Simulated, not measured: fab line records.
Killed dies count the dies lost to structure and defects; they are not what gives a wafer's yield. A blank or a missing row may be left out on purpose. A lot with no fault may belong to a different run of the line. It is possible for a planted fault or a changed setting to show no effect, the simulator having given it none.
Which tool was responsible? -- flow sky130 -- Sampling: 13 lots, 37 wafers, 5 of 708 route steps

== WHAT EACH GAUGE READ, for each wafer ==
SKY_LDD_N_OVL_MEAS_07.
lot,measured,on,LDD_N_OVL (nm)
L206,day 18 18:23,overlay-02,0.7 0.7 0.0
L209,day 19 14:32,overlay-02,0.9 -0.2 0.0
L210,day 19 18:37,overlay-02,1.2 0.2 1.5
L211,day 20 02:58,overlay-02,0.4 1.3 1.1
L214,day 21 13:20,overlay-02,2.1 3.3
L217,day 22 03:29,overlay-02,0.7 2.1 2.0
L220,day 23 12:46,overlay-02,-0.4 -0.2 -0.3
L221,day 23 22:02,overlay-02,2.7 1.1 2.1
L222,day 23 23:35,overlay-02,0.3 0.8 0.7
L223,day 24 08:22,overlay-01,3.4 0.8 1.4
L225,day 25 10:47,overlay-02,1.2 1.4 2.3
L227,day 25 17:11,overlay-02,0.4 1.6 0.9
L229,day 26 04:02,overlay-02,0.8 2.1

SKY_LDD_P_OVL_MEAS_08.
lot,measured,on,LDD_P_OVL (nm)
L206,day 20 02:25,overlay-02,1.1 1.4 2.0
L209,day 20 23:38,overlay-01,1.7 0.8 1.0
L210,day 21 03:07,overlay-01,0.7 -0.3 0.9
L211,day 21 11:21,overlay-02,0.6 -0.1 0.0
L214,day 22 22:06,overlay-02,0.0 -1.1
L217,day 23 10:07,overlay-02,0.4 2.4 0.3
L220,day 24 19:28,overlay-02,0.5 -1.9 -3.4
L221,day 25 05:17,overlay-01,0.5 -1.1 1.4
L222,day 25 06:22,overlay-01,-0.9 -1.3 0.5
L223,day 25 15:25,overlay-02,0.4 0.6 1.8
L225,day 26 17:01,overlay-02,-1.9 0.1 -1.0
L227,day 26 23:58,overlay-01,-0.6 -1.1 -2.0
L229,day 27 09:44,overlay-01,-0.3 1.4

SKY_LDD_P_TW_MEAS_11.
lot,measured,on,LDD_P_TW
L206,day 20 02:42,film-metro-03,640 640 640
L209,day 20 23:56,film-metro-04,640 643 643
L210,day 21 03:25,film-metro-03,636 636 636
L211,day 21 11:38,film-metro-04,645 639 642
L214,day 22 22:23,film-metro-03,637 637
L217,day 23 10:25,film-metro-03,635 632 635
L220,day 24 19:46,film-metro-03,670 671 670
L221,day 25 05:35,film-metro-03,671 665 661
L222,day 25 06:39,film-metro-03,632 633 629
L223,day 25 15:43,film-metro-02,637 639 639
L225,day 26 17:18,film-metro-04,642 644 643
L227,day 27 00:15,film-metro-03,633 637 637
L229,day 27 10:02,film-metro-04,637 640

== WHAT TOOL EACH LOT RAN ON (gives the tool, then ch and the chambers of the sampled wafers, and finally the start) ==
lot,SKY_RES_PROTECT_STRIP_07,SKY_LDD_P_IMPLANT_09
L206,"plasma-asher-03 ch 0,1, day 16 02:56","implanter-02 ch 0, day 20 02:27"
L209,"plasma-asher-03 ch 0,1, day 16 21:55","implanter-03 ch 0, day 20 23:43"
L210,"plasma-asher-03 ch 0,1, day 17 00:29","implanter-01 ch 0, day 21 03:11"
L211,"plasma-asher-01 ch 0,1, day 17 09:26","implanter-02 ch 0, day 21 11:23"
L214,"plasma-asher-04 ch 0,1, day 18 16:59","implanter-02 ch 0, day 22 22:08"
L217,"plasma-asher-04 ch 0,1, day 19 09:30","implanter-03 ch 0, day 23 10:11"
L220,"plasma-asher-03 ch 0,1, day 20 21:59","implanter-01 ch 0, day 24 19:32"
L221,"plasma-asher-01 ch 0,1, day 21 06:58","implanter-01 ch 0, day 25 05:22"
L222,"plasma-asher-03 ch 0,1, day 21 08:03","implanter-02 ch 0, day 25 06:24"
L223,"plasma-asher-01 ch 0,1, day 21 16:40","implanter-02 ch 0, day 25 15:29"
L225,"plasma-asher-01 ch 0, day 22 20:36","implanter-02 ch 0, day 26 17:04"
L227,"plasma-asher-04 ch 0,1, day 23 02:02","implanter-03 ch 0, day 27 00:00"
L229,"plasma-asher-01 ch 0,1, day 23 13:37","implanter-02 ch 0, day 27 09:49"
- SKY_RES_PROTECT_STRIP_07: strips in O2/N2.
- SKY_LDD_P_IMPLANT_09

== AS READ BY THE TOOLS THEMSELVES (means over the sampled wafers that have a number; for cases with no such wafer, the mark the record gives instead) ==
SKY_RES_PROTECT_STRIP_07.
lot,tool,chamber-pressure-mTorr (mTorr),drypump-motor-current-A (A),oes-product-au (a.u.),strip-time-to-endpoint-s (s)
L206,plasma-asher-03,1498.9,5.4,0.518,23.32
L209,plasma-asher-03,1499.5,5.4,0.519,23.30
L210,plasma-asher-03,1499.5,5.4,0.519,23.34
L211,plasma-asher-01,1498.5,5.6,0.517,23.32
L214,plasma-asher-04,1501.4,5.8,0.518,23.32
L217,plasma-asher-04,1501.2,5.5,0.517,23.30
L220,plasma-asher-03,1498.9,5.4,0.514,23.26
L221,plasma-asher-01,1501.9,5.6,0.516,23.25
L222,plasma-asher-03,1500.5,5.4,0.516,23.29
L223,plasma-asher-01,1499.6,5.6,0.520,23.36
L225,plasma-asher-01,1502.0,5.4,0.513,23.28
L227,plasma-asher-04,1500.8,5.5,0.519,23.32
L229,plasma-asher-01,1500.0,5.8,0.516,23.31

SKY_LDD_P_IMPLANT_09.
lot,tool,beam-energy-keV,end-station-pressure-torr (Torr)
L206,implanter-02,24.980,4.88e-06
L209,implanter-03,25.002,5.04e-06
L210,implanter-01,24.992,5.29e-06
L211,implanter-02,25.000,5.38e-06
L214,implanter-02,24.995,5.17e-06
L217,implanter-03,24.998,5.16e-06
L220,implanter-01,30.635,5.03e-06
L221,implanter-01,30.632,5.04e-06
L222,implanter-02,25.001,4.95e-06
L223,implanter-02,25.004,4.75e-06
L225,implanter-02,24.993,4.95e-06
L227,implanter-03,25.005,4.94e-06
L229,implanter-02,25.002,5.37e-06

== THE ANSWER, worked out from the rows above alone ==
Rule: what is usual is taken from the lots themselves. Put in order of their means at a reading, lots are off if they are a third of the lots or fewer, leave a main group of 4 or more, and stand apart from it by a gap of 3 or more times the standard deviation of the main group's means; of several such gaps the widest counts. A main group whose means are all the same, to the digits that the tables above print for the reading, isn't used. Also off: a lot with no number at a reading for which 4 or more lots have one. The other lots that the step has rows for count as sound. The gauges are gone through in route order, then the tools' own readings, and for those a lot's mean is taken as printed above. The first step at which some lot is off is used, and at that step the reading that is off furthest; a lot without a number counts as furthest.
Off: at SKY_LDD_P_TW_MEAS_11 (LDD_P_TW), L220, L221. For the main group the mean is 638 and the standard deviation 3.5.
If a tool, at a process step before that reading, ran all the lots that are off and no sound lot after the first of them, it fits. The gauges at SKY_LDD_P_TW_MEAS_11 aren't tried: what is off there is off at SKY_LDD_P_IMPLANT_09 too, on other tools, and a gauge's error can't cause that. One candidate fits, namely implanter-01 at SKY_LDD_P_IMPLANT_09. Its last sound lot is L210 (day 21 03:11), its first lot that is off L220 (day 24 19:32): a fault that began between those two fits.
The tool's own readings at SKY_LDD_P_IMPLANT_09 bear it out: on the lots that are off they differ by more than 5 times the standard deviation of the sound lots' means. beam-energy-keV reads 30.634 there against 24.997 on the sound lots.

== WHAT THE SIMULATOR PUT IN ==
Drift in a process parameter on implanter-01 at SKY_LDD_P_IMPLANT_09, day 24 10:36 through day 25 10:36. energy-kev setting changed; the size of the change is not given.
Shown lots that were struck: L220, L221. This agrees with what the rule above found.
